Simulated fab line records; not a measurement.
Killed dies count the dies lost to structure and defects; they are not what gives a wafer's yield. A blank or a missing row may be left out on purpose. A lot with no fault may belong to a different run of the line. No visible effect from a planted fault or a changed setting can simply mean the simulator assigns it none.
What tool caused it? || flow sky130 || 11 lots with 33 wafers sampled at 4 steps, on a route of 708 steps

## WHAT THE GAUGES SHOWED, per wafer
SKY_METAL4_CD_MEAS_13: the cd target is 300 nm.
{"lot": "L575", "measured": "day 42 01:49", "on": "cd-sem-01", "cd-nm (nm)": "298.5 301.3 300.0"}
{"lot": "L576", "measured": "day 42 02:08", "on": "cd-sem-01", "cd-nm (nm)": "299.5 298.5 297.0"}
{"lot": "L577", "measured": "day 42 10:27", "on": "cd-sem-02", "cd-nm (nm)": "304.3 302.4 302.8"}
{"lot": "L578", "measured": "day 42 10:59", "on": "cd-sem-01", "cd-nm (nm)": "305.3 304.7 304.2"}
{"lot": "L588", "measured": "day 45 09:49", "on": "cd-sem-01", "cd-nm (nm)": "298.8 299.8 300.5"}
{"lot": "L590", "measured": "day 45 23:19", "on": "cd-sem-01", "cd-nm (nm)": "298.3 297.2 297.9"}
{"lot": "L591", "measured": "day 46 04:45", "on": "cd-sem-01", "cd-nm (nm)": "300.9 299.4 300.3"}
{"lot": "L592", "measured": "day 46 12:45", "on": "cd-sem-01", "cd-nm (nm)": "300.9 300.3 300.8"}
{"lot": "L596", "measured": "day 47 07:35", "on": "cd-sem-01", "cd-nm (nm)": "299.7 299.1 300.2"}
{"lot": "L597", "measured": "day 47 15:43", "on": "cd-sem-02", "cd-nm (nm)": "300.4 298.2 299.9"}
{"lot": "L598", "measured": "day 47 17:57", "on": "cd-sem-02", "cd-nm (nm)": "299.0 300.5 300.2"}

## EACH LOT AND THE TOOL THAT RAN IT (in order: tool; ch and the chambers of the sampled wafers; start)
{"lot": "L575", "SKY_METAL4_SPUTTER_04": "pvd-sputter-02, day 40 01:04", "SKY_CAP2M_SPUTTER_02": "pvd-sputter-03, day 40 01:12", "SKY_METAL4_COAT_08": "litho-track-01 ch 0, day 41 13:00"}
{"lot": "L576", "SKY_METAL4_SPUTTER_04": "pvd-sputter-01, day 40 01:23", "SKY_CAP2M_SPUTTER_02": "pvd-sputter-04, day 40 01:31", "SKY_METAL4_COAT_08": "litho-track-02 ch 0, day 41 13:00"}
{"lot": "L577", "SKY_METAL4_SPUTTER_04": "pvd-sputter-02, day 40 11:23", "SKY_CAP2M_SPUTTER_02": "pvd-sputter-03, day 40 11:31", "SKY_METAL4_COAT_08": "litho-track-02 ch 0, day 41 22:00"}
{"lot": "L578", "SKY_METAL4_SPUTTER_04": "pvd-sputter-01, day 40 11:43", "SKY_CAP2M_SPUTTER_02": "pvd-sputter-04, day 40 11:51", "SKY_METAL4_COAT_08": "litho-track-02 ch 0, day 41 23:00"}
{"lot": "L588", "SKY_METAL4_SPUTTER_04": "pvd-sputter-04, day 43 14:03", "SKY_CAP2M_SPUTTER_02": "pvd-sputter-03, day 43 14:11", "SKY_METAL4_COAT_08": "litho-track-04 ch 0, day 44 23:00"}
{"lot": "L590", "SKY_METAL4_SPUTTER_04": "pvd-sputter-02, day 44 03:01", "SKY_CAP2M_SPUTTER_02": "pvd-sputter-03, day 44 03:08", "SKY_METAL4_COAT_08": "litho-track-02 ch 0, day 45 12:00"}
{"lot": "L591", "SKY_METAL4_SPUTTER_04": "pvd-sputter-01, day 44 08:26", "SKY_CAP2M_SPUTTER_02": "pvd-sputter-03, day 44 08:34", "SKY_METAL4_COAT_08": "litho-track-02 ch 0, day 45 17:00"}
{"lot": "L592", "SKY_METAL4_SPUTTER_04": "pvd-sputter-04, day 44 17:30", "SKY_CAP2M_SPUTTER_02": "pvd-sputter-03, day 44 17:38", "SKY_METAL4_COAT_08": "litho-track-04 ch 0, day 46 02:00"}
{"lot": "L596", "SKY_METAL4_SPUTTER_04": "pvd-sputter-02, day 45 14:29", "SKY_CAP2M_SPUTTER_02": "pvd-sputter-01, day 45 14:37", "SKY_METAL4_COAT_08": "litho-track-01 ch 0, day 46 21:00"}
{"lot": "L597", "SKY_METAL4_SPUTTER_04": "pvd-sputter-02, day 45 22:38", "SKY_CAP2M_SPUTTER_02": "pvd-sputter-04, day 45 22:46", "SKY_METAL4_COAT_08": "litho-track-01 ch 0, day 47 05:00"}
{"lot": "L598", "SKY_METAL4_SPUTTER_04": "pvd-sputter-04, day 46 01:09", "SKY_CAP2M_SPUTTER_02": "pvd-sputter-01, day 46 01:17", "SKY_METAL4_COAT_08": "litho-track-04 ch 0, day 47 07:00"}
- SKY_METAL4_SPUTTER_04: material TiN, target thk 70 nm, time 58.3 s.
- SKY_CAP2M_SPUTTER_02: material TiN, target thk 200 nm, time 166.7 s.
- SKY_METAL4_COAT_08: resist thk 1140 nm.

## THE ANSWER, worked out from the rows above alone
Rule: the lots themselves supply what counts as usual. Put in order of their means at a reading, lots are off if they are a third of the lots or fewer, leave a main group of 4 or more, and stand apart from it by a gap of 3 or more times the standard deviation of the main group's means; of several such gaps the widest counts. Not used: any main group whose means are identical at the precision the tables above print for the reading. A lot without any number at a reading at which 4 lots or more have one is off too. All remaining lots with rows at the step are treated as sound.
No lot is off on any of the readings shown, so nothing can be concluded from this.

## WHAT THE SIMULATOR HAD INSERTED
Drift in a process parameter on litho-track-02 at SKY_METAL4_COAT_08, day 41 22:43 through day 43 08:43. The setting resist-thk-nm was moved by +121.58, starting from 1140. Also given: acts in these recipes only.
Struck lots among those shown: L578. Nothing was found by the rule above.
